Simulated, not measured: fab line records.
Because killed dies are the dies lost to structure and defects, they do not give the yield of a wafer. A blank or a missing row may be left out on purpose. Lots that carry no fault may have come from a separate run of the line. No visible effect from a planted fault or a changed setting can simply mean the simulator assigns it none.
Which tool was responsible?    flow sfq_line    14 lots with 41 wafers sampled at 5 steps, on a route of 325 steps

WHAT THE GAUGES READ, wafer by wafer
Not one reading of a measure or inspect step in the record can be checked against a usual standard deviation.

EACH LOT AND THE TOOL THAT RAN IT (in order: tool; ch and the chambers of the sampled wafers; start)
lot   SFQ_TRILAYER_L0_STRIP_STRIP_009    SFQ_TRILAYER_M3_STRIP_STRIP_079    SFQ_TRILAYER_I4_VIA_STRIP_STRIP_107  SFQ_TRILAYER_A5C_DEP_PECVD_142   SFQ_TRILAYER_C5_ETCH_VIA_ETCH_154
L554  rie_metal-01 ch 0,1, day 4 13:35   rie_metal-01 ch 0,1, day 30 09:37  rie_metal-04 ch 0,1, day 48 17:15    pecvd-04 ch 0,2, day 62 10:03    rie_diel-01 ch 0,1,2, day 72 20:26
L555  rie_metal-01 ch 0,1, day 4 19:01   rie_metal-03 ch 0,1, day 32 14:38  rie_metal-04 ch 0,1, day 50 05:09    pecvd-01 ch 0,1, day 62 18:15    rie_diel-03 ch 0,2,3, day 72 21:38
L557  rie_metal-02 ch 0,1, day 5 05:49   rie_metal-01 ch 0,1, day 32 17:02  rie_metal-02 ch 0,1, day 50 13:22    pecvd-01 ch 1,2, day 62 22:34    rie_diel-03 ch 1,2,3, day 73 01:14
L558  rie_metal-03 ch 0,1, day 5 12:16   rie_metal-02 ch 0, day 32 18:38    rie_metal-02 ch 0,1, day 50 18:10    pecvd-04 ch 0,1,2, day 63 02:11  rie_diel-01 ch 1,2,3, day 73 03:38
L561  rie_metal-01 ch 0,1, day 6 08:52   rie_metal-02 ch 0,1, day 36 09:23  rie_metal-01 ch 0,1, day 51 08:58    pecvd-04 ch 0,1, day 63 12:17    rie_diel-03 ch 0,1, day 73 10:52
L563  rie_metal-03 ch 0,1, day 6 20:40   rie_metal-03 ch 0,1, day 37 03:46  rie_metal-02 ch 0,1, day 51 14:46    pecvd-04 ch 1,2, day 63 18:15    rie_diel-01 ch 0,2, day 73 13:14
L566  rie_metal-02 ch 0,1, day 7 17:50   rie_metal-03 ch 0,1, day 38 17:14  rie_metal-01 ch 0,1, day 53 02:34    pecvd-01 ch 0,1,2, day 65 03:51  rie_diel-02 ch 0,1, day 74 06:02
L567  rie_metal-03 ch 0,1, day 7 23:50   rie_metal-02 ch 0,1, day 38 20:50  rie_metal-04 ch 0,1, day 53 09:22    pecvd-02 ch 0,1, day 65 09:52    rie_diel-02 ch 1,2,3, day 74 10:50
L568  rie_metal-02 ch 0,1, day 8 04:38   rie_metal-02 ch 0,1, day 39 05:22  rie_metal-02 ch 0,1, day 53 12:58    pecvd-01 ch 0,2, day 65 12:16    rie_diel-02 ch 0,1,2, day 74 13:22
L572  rie_metal-03 ch 0,1, day 9 05:50   rie_metal-02 ch 0,1, day 39 22:36  rie_metal-01 ch 0,1, day 54 05:50    pecvd-01 ch 0,1, day 66 05:28    rie_diel-03 ch 0,3, day 75 13:22
L573  rie_metal-03 ch 1, day 9 10:38     rie_metal-03 ch 0,1, day 40 01:00  rie_metal-04 ch 0,1, day 54 06:58    pecvd-01 ch 0,1, day 66 11:28    rie_diel-03 ch 0,3, day 75 22:58
L574  rie_metal-03 ch 0,1, day 9 15:26   rie_metal-02 ch 0, day 40 08:28    rie_metal-01 ch 0,1, day 54 14:10    pecvd-02 ch 0,1,2, day 66 13:52  rie_diel-02 ch 0,3, day 76 01:25
L575  rie_metal-02 ch 0,1, day 9 21:26   rie_metal-01 ch 0,1, day 40 23:20  rie_metal-02 ch 0, day 54 21:22      pecvd-01 ch 0,1, day 66 16:16    rie_diel-01 ch 2,3, day 76 04:58
L576  rie_metal-03 ch 0,1, day 10 03:26  rie_metal-03 ch 0,1, day 42 19:29  rie_metal-01 ch 0,1, day 55 12:58    pecvd-01 ch 1,2, day 67 00:40    rie_diel-01 ch 0,2,3, day 76 16:58
- SFQ_TRILAYER_L0_STRIP_STRIP_009: strips in O2.
- SFQ_TRILAYER_M3_STRIP_STRIP_079: strips in O2.
- SFQ_TRILAYER_I4_VIA_STRIP_STRIP_107: strips in O2.
- SFQ_TRILAYER_A5C_DEP_PECVD_142: deposits SiO2 from SiH4/N2O, time 15.556 s, target thk 70 nm.
- SFQ_TRILAYER_C5_ETCH_VIA_ETCH_154: etches SiO2 in CHF3, stops on Nb, target depth 84 nm.

AS READ BY THE TOOLS THEMSELVES (means over the sampled wafers that have a number; for cases with no such wafer, the mark the record gives instead)
SFQ_TRILAYER_L0_STRIP_STRIP_009. Usual: drypump_motor_current_A 5.4 A, standard deviation 0.35; oes_product_au 0.998 a.u., standard deviation 0.011.
lot   tool          drypump_motor_current_A (A)  oes_product_au (a.u.)  flag
L554  rie_metal-01  5.6                          0.993                  
L555  rie_metal-01  5.5                          0.990                  
L557  rie_metal-02  5.4                          0.995                  
L558  rie_metal-03  5.4                          1.014                  
L561  rie_metal-01  5.6                          0.991                  
L563  rie_metal-03  5.4                          1.008                  
L566  rie_metal-02  5.4                          0.997                  
L567  rie_metal-03  5.4                          1.001                  
L568  rie_metal-02  5.4                          0.995                  
L572  rie_metal-03  5.3                          0.992                  
L573  rie_metal-03  5.5                          1.014                  
L574  rie_metal-03  5.3                          0.997                  
L575  rie_metal-02  5.0                          1.002                  
L576  rie_metal-03  5.3                          0.998                  

SFQ_TRILAYER_M3_STRIP_STRIP_079. Usual: drypump_motor_current_A 5.4 A, standard deviation 0.38; oes_product_au 0.999 a.u., standard deviation 0.014.
lot   tool          drypump_motor_current_A (A)  oes_product_au (a.u.)  flag
L554  rie_metal-01  5.6                          0.991                  
L555  rie_metal-03  5.4                          1.013                  
L557  rie_metal-01  5.7                          0.993                  
L558  rie_metal-02  5.7                          0.990                  
L561  rie_metal-02  5.2                          1.004                  
L563  rie_metal-03  5.3                          0.997                  
L566  rie_metal-03  5.4                          1.007                  
L567  rie_metal-02  5.3                          0.990                  
L568  rie_metal-02  5.4                          0.986                  
L572  rie_metal-02  5.0                          0.998                  
L573  rie_metal-03  5.3                          1.011                  
L574  rie_metal-02  5.7                          0.981                  
L575  rie_metal-01  5.7                          0.989                  
L576  rie_metal-03  5.3                          1.008                  

SFQ_TRILAYER_I4_VIA_STRIP_STRIP_107. Usual: drypump_motor_current_A 5.4 A, standard deviation 0.36; oes_product_au 0.995 a.u., standard deviation 0.013.
lot   tool          drypump_motor_current_A (A)  oes_product_au (a.u.)  flag
L554  rie_metal-04  5.2                          0.990                  
L555  rie_metal-04  5.1                          1.005                  
L557  rie_metal-02  5.0                          1.003                  
L558  rie_metal-02  5.4                          0.983                  
L561  rie_metal-01  5.7                          0.998                  
L563  rie_metal-02  5.0                          1.003                  
L566  rie_metal-01  5.5                          0.993                  
L567  rie_metal-04  5.1                          0.996                  
L568  rie_metal-02  5.0                          1.003                  
L572  rie_metal-01  5.7                          0.994                  
L573  rie_metal-04  5.2                          0.992                  
L574  rie_metal-01  5.5                          0.992                  
L575  rie_metal-02  5.7                          0.996                  
L576  rie_metal-01  5.7                          0.991                  

SFQ_TRILAYER_A5C_DEP_PECVD_142. Usual: heater_power_w 82 W, standard deviation 14; rf_fwd_power_W 180.2 W, standard deviation 1.1; throttle_valve_pct 26.1 %, standard deviation 1.2.
lot   tool      heater_power_w (W)  rf_fwd_power_W (W)  throttle_valve_pct (%)  flag
L554  pecvd-04  93                  179.0               25.1                    
L555  pecvd-01  78                  181.4               27.0                    
L557  pecvd-01  89                  180.8               26.8                    
L558  pecvd-04  81                  180.1               25.4                    
L561  pecvd-04  85                  -                   25.6                    OFF
L563  pecvd-04  74                  -                   25.8                    OFF
L566  pecvd-01  88                  180.1               26.8                    
L567  pecvd-02  73                  178.7               24.7                    
L568  pecvd-01  85                  180.2               26.5                    
L572  pecvd-01  73                  181.0               26.9                    
L573  pecvd-01  72                  180.6               27.4                    
L574  pecvd-02  70                  179.7               24.5                    
L575  pecvd-01  78                  180.7               27.4                    
L576  pecvd-01  80                  180.2               27.5                    

SFQ_TRILAYER_C5_ETCH_VIA_ETCH_154. Usual: drypump_motor_current_A 6.0 A, standard deviation 0.57; oes_product_au 0.895 a.u., standard deviation 0.0086; rf_fwd_power_W 495.9 W, standard deviation 1.7.
lot   tool         drypump_motor_current_A (A)  oes_product_au (a.u.)  rf_fwd_power_W (W)  flag
L554  rie_diel-01  5.9                          0.906                  494.8               
L555  rie_diel-03  6.3                          0.895                  496.2               
L557  rie_diel-03  6.0                          0.898                  495.4               
L558  rie_diel-01  6.0                          0.892                  497.4               
L561  rie_diel-03  6.1                          0.794                  495.2               OFF
L563  rie_diel-01  5.3                          0.792                  495.1               OFF
L566  rie_diel-02  5.5                          0.892                  493.3               
L567  rie_diel-02  6.0                          0.896                  494.7               
L568  rie_diel-02  5.8                          0.896                  495.6               
L572  rie_diel-03  6.4                          0.896                  495.8               
L573  rie_diel-03  6.5                          0.894                  496.3               
L574  rie_diel-02  5.2                          0.902                  495.9               
L575  rie_diel-01  5.5                          0.890                  497.1               
L576  rie_diel-01  5.8                          0.885                  496.2               

THE ANSWER, worked out from the rows above alone
Rule: a lot counts as off when the mean over its wafers that have a number is more than 3 standard deviations away from the usual mean. A lot without any number at a reading at which 4 lots or more have one is off too. All remaining lots with rows at the step are treated as sound. The gauges are gone through in route order, then the tools' own readings, and for those a lot's mean is taken as printed above. The first step at which some lot is off is used, and at that step the reading that is off furthest; a lot without a number counts as furthest.
Off at SFQ_TRILAYER_A5C_DEP_PECVD_142 (rf_fwd_power_W): L561, L563. Without a number there: L561, L563.
A tool fits if, at that step or a process step before it, it ran every lot that is off, and no sound lot after the first of them. One fits: pecvd-04 at SFQ_TRILAYER_A5C_DEP_PECVD_142. A fault onset in the window from L558 (day 63 02:11, its last sound lot) to L561 (day 63 12:17, its first lot off) fits.
Blank at SFQ_TRILAYER_A5C_DEP_PECVD_142 on the lots that are off, where sound lots have numbers: rf_fwd_power_W.

WHAT HAD BEEN PUT IN BY THE SIMULATOR
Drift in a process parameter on pecvd-04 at SFQ_TRILAYER_A5C_DEP_PECVD_142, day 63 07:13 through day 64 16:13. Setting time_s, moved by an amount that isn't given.
Struck lots among those shown: L561, L563. This agrees with what the rule above found.
